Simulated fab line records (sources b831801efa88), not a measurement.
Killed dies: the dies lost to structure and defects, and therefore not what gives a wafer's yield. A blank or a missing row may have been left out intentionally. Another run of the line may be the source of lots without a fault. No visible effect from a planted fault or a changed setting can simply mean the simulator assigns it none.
Matching of chambers / flow sky130 / SKY_CONTACT_CMP_27 on cmp-01: 4 sister chambers
The step polishes, stops on SiO2, t overpolish 15 s, target thk 0 nm. 14 wafers are shown with their chamber, then 6 later ones without.

== EACH WAFER AND ITS CHAMBER ==
wafer=L677.1; chamber=3; motor_current_A (A)=11.2; time_to_endpoint_s (s)=86
wafer=L677.3; chamber=2; motor_current_A (A)=12.6; time_to_endpoint_s (s)=86
wafer=L677.5; chamber=2; motor_current_A (A)=13.2; time_to_endpoint_s (s)=89
wafer=L682.2; chamber=2; motor_current_A (A)=13.2; time_to_endpoint_s (s)=82
wafer=L682.3; chamber=3; motor_current_A (A)=11.0; time_to_endpoint_s (s)=83
wafer=L682.5; chamber=1; motor_current_A (A)=11.1; time_to_endpoint_s (s)=81
wafer=L687.1; chamber=0; motor_current_A (A)=10.9; time_to_endpoint_s (s)=85
wafer=L687.2; chamber=3; motor_current_A (A)=11.2; time_to_endpoint_s (s)=82
wafer=L687.6; chamber=3; motor_current_A (A)=10.6; time_to_endpoint_s (s)=86
wafer=L692.2; chamber=0; motor_current_A (A)=10.1; time_to_endpoint_s (s)=70
wafer=L692.5; chamber=2; motor_current_A (A)=13.5; time_to_endpoint_s (s)=70
wafer=L691.1; chamber=2; motor_current_A (A)=12.6; time_to_endpoint_s (s)=86
wafer=L691.3; chamber=3; motor_current_A (A)=10.9; time_to_endpoint_s (s)=83
wafer=L691.5; chamber=2; motor_current_A (A)=12.8; time_to_endpoint_s (s)=84

SIGNATURES (means of the wafers above)
reading=motor_current_A; chamber 0=10.500; chamber 1=11.100; chamber 2=12.983; chamber 3=10.980; scatter within a chamber=0.354
reading=time_to_endpoint_s; chamber 0=77.50; chamber 1=81.00; chamber 2=82.83; chamber 3=84.00; scatter within a chamber=5.93
Rule: distance of a wafer from a chamber = root of the sum over the readings of ((wafer's reading minus chamber's mean) / reading's scatter) squared. If the next closest chamber is less than 2 further off than the closest, the wafer can't be placed; otherwise it belongs to the closest. The scatter: the root of (the sum of the squares of (reading less its chamber's mean) over the shown wafers, divided by (wafers less chambers)).

== WAFERS WITHOUT THEIR CHAMBER ==
wafer=L694.2; motor_current_A (A)=13.1; time_to_endpoint_s (s)=83
wafer=L694.5; motor_current_A (A)=10.7; time_to_endpoint_s (s)=82
wafer=L694.6; motor_current_A (A)=12.8; time_to_endpoint_s (s)=84
wafer=L697.2; motor_current_A (A)=12.6; time_to_endpoint_s (s)=87
wafer=L697.4; motor_current_A (A)=10.7; time_to_endpoint_s (s)=83
wafer=L697.5; motor_current_A (A)=10.8; time_to_endpoint_s (s)=79

== THE CHAMBER EACH PASSED THROUGH ==
wafer=L694.2; from the rows above=2; in truth=2
wafer=L694.5; from the rows above=can't be placed: 3 or 0 or 1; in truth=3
wafer=L694.6; from the rows above=2; in truth=2
wafer=L697.2; from the rows above=2; in truth=2
wafer=L697.4; from the rows above=can't be placed: 3 or 0 or 1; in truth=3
wafer=L697.5; from the rows above=can't be placed: 0 or 1 or 3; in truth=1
Correctly placed: 3 of 6. These rows do not allow placing 3 (true chamber among the candidates in 3). Wrongly placed: 0.
